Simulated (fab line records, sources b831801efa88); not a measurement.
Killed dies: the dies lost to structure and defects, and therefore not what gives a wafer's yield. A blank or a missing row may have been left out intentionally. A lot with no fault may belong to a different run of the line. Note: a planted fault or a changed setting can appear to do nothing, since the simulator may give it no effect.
Matching of chambers | flow gf180mcu | GF_STI_CMP_25 on cmp-01: 4 sister chambers
The step polishes, stops on Si3N4, t overpolish 33 s, target thk 524.6 nm. 14 wafers are shown with their chamber, then 7 later ones without.

== WAFERS PAIRED WITH THEIR CHAMBERS ==
wafer  | chamber | motorCurrentA (A) | timeToEndpointS (s) | overpolishRunS (s)
L260.2 | 3       | 11.5              | 116                 | 32.983
L260.3 | 0       | 12.4              | 125                 | 33.000
L260.4 | 2       | 11.0              | 118                 | 33.001
L266.1 | 2       | 11.4              | 123                 | 32.997
L266.5 | 2       | 10.9              | 125                 | 33.011
L266.6 | 1       | 11.7              | 120                 | 33.002
L269.1 | 0       | 13.4              | 130                 | 32.994
L269.4 | 2       | 10.8              | 123                 | 33.012
L269.6 | 3       | 11.9              | 120                 | 32.993
L271.1 | 1       | 11.5              | 116                 | 33.005
L271.5 | 2       | 12.0              | 122                 | 33.003
L271.6 | 3       | 11.6              | 120                 | 32.987
L274.3 | 3       | 11.6              | 115                 | 33.007
L274.4 | 0       | 12.7              | 122                 | 32.985

SIGNATURES (means of the wafers above)
reading         | chamber 0 | chamber 1 | chamber 2 | chamber 3 | scatter within a chamber
motorCurrentA   | 12.833    | 11.600    | 11.220    | 11.650    | 0.401
timeToEndpointS | 125.67    | 118.00    | 122.20    | 117.75    | 2.97
overpolishRunS  | 32.99300  | 33.00350  | 33.00480  | 32.99250  | 0.00786
Rule: a wafer's distance from a chamber is the root of the sum, over the readings, of the square of ((its reading less the chamber's mean) divided by the reading's scatter). The wafer belongs to the nearest chamber; if the next one is less than 2 further off, it can't be placed. The scatter is the square root of a quotient: the sum, over the shown wafers, of each reading's squared deviation from its chamber's mean, divided by wafers minus chambers.

== WAFERS MISSING THEIR CHAMBER ==
wafer  | motorCurrentA (A) | timeToEndpointS (s) | overpolishRunS (s)
L274.5 | 12.7              | 119                 | 32.995
L276.2 | 12.2              | 117                 | 32.997
L276.4 | 11.6              | 118                 | 32.992
L276.6 | 12.7              | 124                 | 32.994
L277.1 | 11.4              | 116                 | 33.013
L277.2 | 13.3              | 124                 | 33.011
L277.6 | 11.6              | 111                 | 32.988

== THE CHAMBER EACH PASSED THROUGH ==
wafer  | from the rows above               | in truth
L274.5 | can't be placed: 0 or 3 or 1 or 2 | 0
L276.2 | can't be placed: 3 or 1 or 2 or 0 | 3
L276.4 | can't be placed: 3 or 1           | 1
L276.6 | 0                                 | 0
L277.1 | can't be placed: 1 or 2 or 3      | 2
L277.2 | 0                                 | 0
L277.6 | can't be placed: 3 or 1           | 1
2 of 7 placed correctly. From these rows, 5 cannot be placed; in 5 the true chamber is one of the candidates. Number placed wrongly: 0.
